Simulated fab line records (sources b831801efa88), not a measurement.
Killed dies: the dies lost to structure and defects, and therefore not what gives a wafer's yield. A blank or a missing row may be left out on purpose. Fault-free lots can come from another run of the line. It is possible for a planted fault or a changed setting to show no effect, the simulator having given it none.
The tool behind it: which one? ; flow gf180mcu ; Sampling: 11 lots, 33 wafers, 5 of 602 route steps

## WHAT THE GAUGES SHOWED, per wafer
GF_M1_OVL_MEAS_15. Usual: for M1_OVL the level is -4 nm and the standard deviation is 5.4.
lot;measured;on;M1_OVL (nm);flag
L159;day 17 05:21;overlay-02;0 -13 -1;
L160;day 17 09:50;overlay-01;-6 -2 -8;
L161;day 17 15:13;overlay-01;-14 -5 -1;
L165;day 19 08:26;overlay-02;-11 -4 1;
L166;day 19 22:41;overlay-01;-1 -2 3;
L167;day 20 11:53;overlay-02;-6 -8 -6;
L170;day 21 16:26;overlay-01;-10 -9 -14;
L176;day 23 11:17;overlay-02;-3 -6 -4;
L180;day 24 11:47;overlay-01;-6 1 -5;
L181;day 24 23:35;overlay-01;1 -8 -7;
L182;day 25 11:19;overlay-01;-9 -1 -7;

GF_V1_THK_MEAS_01. Usual: for V1_CVD_00_THK the level is 598 nm and the standard deviation is 6.3.
lot;measured;on;V1_CVD_00_THK (nm);flag
L159;day 17 06:07;filmMetro-03;591 590 590;
L160;day 17 10:37;filmMetro-04;598 607 601;
L161;day 17 16:01;filmMetro-03;592 577 588;
L165;day 19 09:14;filmMetro-03;609 598 606;
L166;day 19 23:29;filmMetro-01;591 591 589;
L167;day 20 12:38;filmMetro-01;593 586 597;
L170;day 21 17:11;filmMetro-03;607 604 603;
L176;day 23 12:07;filmMetro-03;595 590 592;
L180;day 24 12:34;filmMetro-04;603 601 596;
L181;day 25 00:22;filmMetro-01;593 604 603;
L182;day 25 12:25;filmMetro-04;609 607 607;

## TOOL THAT RAN EACH LOT (tool first, then ch and the chambers of the sampled wafers, then the start)
lot;GF_CONTACT_SPUTTER_22;GF_M1_METAL_ETCH_16;GF_M1_STRIP_17
L159;pvdSputter-03, day 16 05:52;rieMetal-04 ch 0,1, day 17 05:24;plasmaAsher-01 ch 0,1, day 17 05:31
L160;pvdSputter-01, day 16 09:52;rieMetal-01 ch 0,1, day 17 09:52;plasmaAsher-03 ch 0,1, day 17 09:59
L161;pvdSputter-03, day 16 15:16;rieMetal-04 ch 0,1, day 17 15:16;plasmaAsher-01 ch 0,1, day 17 15:22
L165;pvdSputter-04, day 18 07:46;rieMetal-03 ch 0,1, day 19 08:30;plasmaAsher-03 ch 0,1, day 19 08:36
L166;pvdSputter-03, day 18 21:17;rieMetal-01 ch 0,1, day 19 22:43;plasmaAsher-02 ch 0,1, day 19 22:49
L167;pvdSputter-04, day 19 11:01;rieMetal-04 ch 0,1, day 20 11:55;plasmaAsher-03 ch 0,1, day 20 12:01
L170;pvdSputter-04, day 20 15:37;rieMetal-04 ch 0,1, day 21 16:28;plasmaAsher-01 ch 0,1, day 21 16:35
L176;pvdSputter-03, day 22 11:28;rieMetal-04 ch 0,1, day 23 11:19;plasmaAsher-03 ch 0,1, day 23 11:28
L180;pvdSputter-04, day 23 13:17;rieMetal-03 ch 0,1, day 24 11:49;plasmaAsher-03 ch 0,1, day 24 11:55
L181;pvdSputter-03, day 24 01:20;rieMetal-01 ch 0,1, day 24 23:37;plasmaAsher-01 ch 0,1, day 24 23:43
L182;pvdSputter-04, day 24 13:17;rieMetal-03 ch 0,1, day 25 11:22;plasmaAsher-02 ch 0,1, day 25 11:28
- GF_CONTACT_SPUTTER_22: material Ti, target thk 15 nm, time 80.02 s.
- GF_M1_METAL_ETCH_16: etches the open film in Cl2/BCl3, stops on SiO2, target depth 627.5 nm, time 104.6 s.
- GF_M1_STRIP_17: strips in O2/N2.

## WHAT THE TOOLS THEMSELVES READ (means of the sampled wafers that have a number; where no wafer has one, the mark that the record gives instead)
GF_CONTACT_SPUTTER_22. Usual: throttleValvePct at 30.5 %, with a standard deviation of 1.1.
lot;tool;throttleValvePct (%);flag
L159;pvdSputter-03;31.3;
L160;pvdSputter-01;29.4;
L161;pvdSputter-03;30.8;
L165;pvdSputter-04;31.1;
L166;pvdSputter-03;30.8;
L167;pvdSputter-04;30.9;
L170;pvdSputter-04;29.9;
L176;pvdSputter-03;30.5;
L180;pvdSputter-04;30.5;
L181;pvdSputter-03;31.2;
L182;pvdSputter-04;30.0;

GF_M1_METAL_ETCH_16. Usual: drypumpMotorCurrentA 5.9 A, standard deviation 0.33; mfcCl2Sccm 79.98 sccm, standard deviation 0.24; oesProductAu 0.971 a.u., standard deviation 0.0068; rfFwdPowerW 794 W, standard deviation 3; throttleValvePct 28.250 %, standard deviation 0.012.
lot;tool;drypumpMotorCurrentA (A);mfcCl2Sccm (sccm);oesProductAu (a.u.);rfFwdPowerW (W);throttleValvePct (%);flag
L159;rieMetal-04;5.9;80.14;0.969;791;28.252;
L160;rieMetal-01;5.9;79.90;0.974;796;28.248;
L161;rieMetal-04;6.0;79.90;0.960;794;28.269;
L165;rieMetal-03;5.9;79.81;0.976;794;28.247;
L166;rieMetal-01;5.6;79.81;0.974;795;28.243;
L167;rieMetal-04;6.0;80.06;0.973;793;28.241;
L170;rieMetal-04;5.9;79.79;0.964;794;28.254;
L176;rieMetal-04;6.0;79.87;0.974;790;28.247;
L180;rieMetal-03;5.9;80.09;0.975;795;28.244;
L181;rieMetal-01;5.9;80.06;0.967;797;28.253;
L182;rieMetal-03;5.9;79.93;0.970;794;28.248;

GF_M1_STRIP_17. Usual: drypumpMotorCurrentA 5.3 A, standard deviation 0.5; heaterPowerW 329 W, standard deviation 20; oesProductAu 0.557 a.u., standard deviation 0.0055; stripTimeToEndpointS 7.88 s, standard deviation 0.057.
lot;tool;drypumpMotorCurrentA (A);heaterPowerW (W);oesProductAu (a.u.);stripTimeToEndpointS (s);flag
L159;plasmaAsher-01;5.8;348;0.561;7.91;
L160;plasmaAsher-03;4.8;317;0.552;7.80;
L161;plasmaAsher-01;5.9;354;0.562;7.95;
L165;plasmaAsher-03;5.0;314;0.556;7.84;
L166;plasmaAsher-02;5.7;328;0.557;7.91;
L167;plasmaAsher-03;5.0;312;0.560;7.95;
L170;plasmaAsher-01;5.9;345;0.559;7.92;
L176;plasmaAsher-03;5.0;314;0.549;7.65;OFF
L180;plasmaAsher-03;4.8;316;0.559;7.86;
L181;plasmaAsher-01;5.9;345;0.556;7.83;
L182;plasmaAsher-02;5.5;349;0.553;7.80;

## THE ANSWER, worked out from the rows above alone
Rule: take the mean of a lot's wafers that have a number; if it is more than 3 standard deviations from the usual mean, the lot is off. A lot without any number at a reading at which 4 lots or more have one is off too. The other lots that the step has rows for count as sound. After the gauges, taken in route order, come the tools' own readings; for these a lot's mean is taken, as printed above. At the first step where some lot is off, the reading lying furthest off is the one used; lots without a number count as furthest.
Off at GF_M1_STRIP_17 (stripTimeToEndpointS): L176.
A tool fits if, at that step or a process step before it, it ran every lot that is off, and no sound lot after the first of them. One candidate fits, namely rieMetal-04 at GF_M1_METAL_ETCH_16. A fault onset in the window from L170 (day 21 16:28, its last sound lot) to L176 (day 23 11:19, its first lot off) fits.

## WHAT THE SIMULATOR HAD PUT IN
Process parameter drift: rieMetal-04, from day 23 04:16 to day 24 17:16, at GF_M1_METAL_ETCH_16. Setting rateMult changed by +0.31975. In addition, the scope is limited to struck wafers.
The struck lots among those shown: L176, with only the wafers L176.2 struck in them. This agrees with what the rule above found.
